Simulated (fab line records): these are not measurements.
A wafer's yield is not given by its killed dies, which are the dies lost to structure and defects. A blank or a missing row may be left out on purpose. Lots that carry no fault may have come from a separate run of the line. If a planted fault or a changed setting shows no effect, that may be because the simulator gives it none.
One fault through the eyes of 2 desks | flow gf180mcu | every desk sees just its own numbers, and what lay behind them comes last

## FROM THE METROLOGY DESK
What the gauges read, lot by lot, whatever tool the lot ran on: means of the sampled wafers that have a number. A lot is out of limits, marked OUT, if its mean lies more than 4 standard deviations from the usual mean; the brackets give that distance.
Columns: A = M2_OVL at GF_M2_OVL_MEAS_15, usual 2 nm; B = V2_BOW at GF_V2_BOW_MEAS_05, usual 98 um
lot  | first seen here | A  | B
L710 | day 18 18:32    | 1  | 103
L712 | day 19 10:50    | 5  | 98
L713 | day 20 02:26    | 2  | 97
L714 | day 20 05:44    | 2  | 93
L717 | day 21 12:02    | -6 | 103
L718 | day 22 05:59    | 3  | 99
L719 | day 22 20:50    | 11 | 92
L721 | day 23 20:06    | 3  | 101
L723 | day 24 11:44    | 4  | 108
L729 | day 26 07:02    | -5 | 96
L732 | day 26 18:44    | 7  | 98
L731 | day 26 22:08    | -0 | 95
This desk's finding: nothing out of limits on any of the 12 lots.

## THE TOOL OWNER'S DESK: plasma_asher-03
The tool's own readings at GF_M2_STRIP_17 (strips in O2/N2): means of the sampled wafers that have a number, for each lot that ran on this tool. A lot is out of limits, marked OUT, if its mean lies more than 4 standard deviations from the usual mean; the brackets give that distance.
Columns: A = chamber_pressure_mTorr at GF_M2_STRIP_17, usual 1499.8 mTorr; B = drypump_motor_current_A at GF_M2_STRIP_17, usual 5.7 A; C = heater_power_w at GF_M2_STRIP_17, usual 344 W; D = oes_product_au at GF_M2_STRIP_17, usual 0.538 a.u.; E = platen_temp_c at GF_M2_STRIP_17, usual 250.00 C; F = strip_time_to_endpoint_s at GF_M2_STRIP_17, usual 7.38 s
lot  | first seen here | A      | B   | C   | D     | E      | F
L714 | day 20 05:56    | 1500.1 | 5.9 | 333 | 0.540 | 249.87 | 7.40
L718 | day 22 06:08    | 1499.5 | 6.0 | 348 | 0.537 | 249.96 | 7.39
L719 | day 22 20:59    | 1499.0 | 6.0 | 344 | 0.539 | 250.16 | 7.40
L721 | day 23 20:25    | 1499.9 | 6.0 | 346 | 0.540 | 249.95 | 7.39
L729 | day 26 07:11    | 1498.3 | 5.9 | 340 | 0.535 | 250.05 | 7.39
L731 | day 26 22:20    | 1499.5 | 5.9 | 334 | 0.539 | 249.96 | 7.35
This desk's finding: nothing out of limits on any of the 6 lots.

## ALL TOGETHER
At the metrology desk, nothing out of limits was observed.
The desk of the tool owner found nothing out of limits.

## WHAT THE SIMULATOR HAD INSERTED
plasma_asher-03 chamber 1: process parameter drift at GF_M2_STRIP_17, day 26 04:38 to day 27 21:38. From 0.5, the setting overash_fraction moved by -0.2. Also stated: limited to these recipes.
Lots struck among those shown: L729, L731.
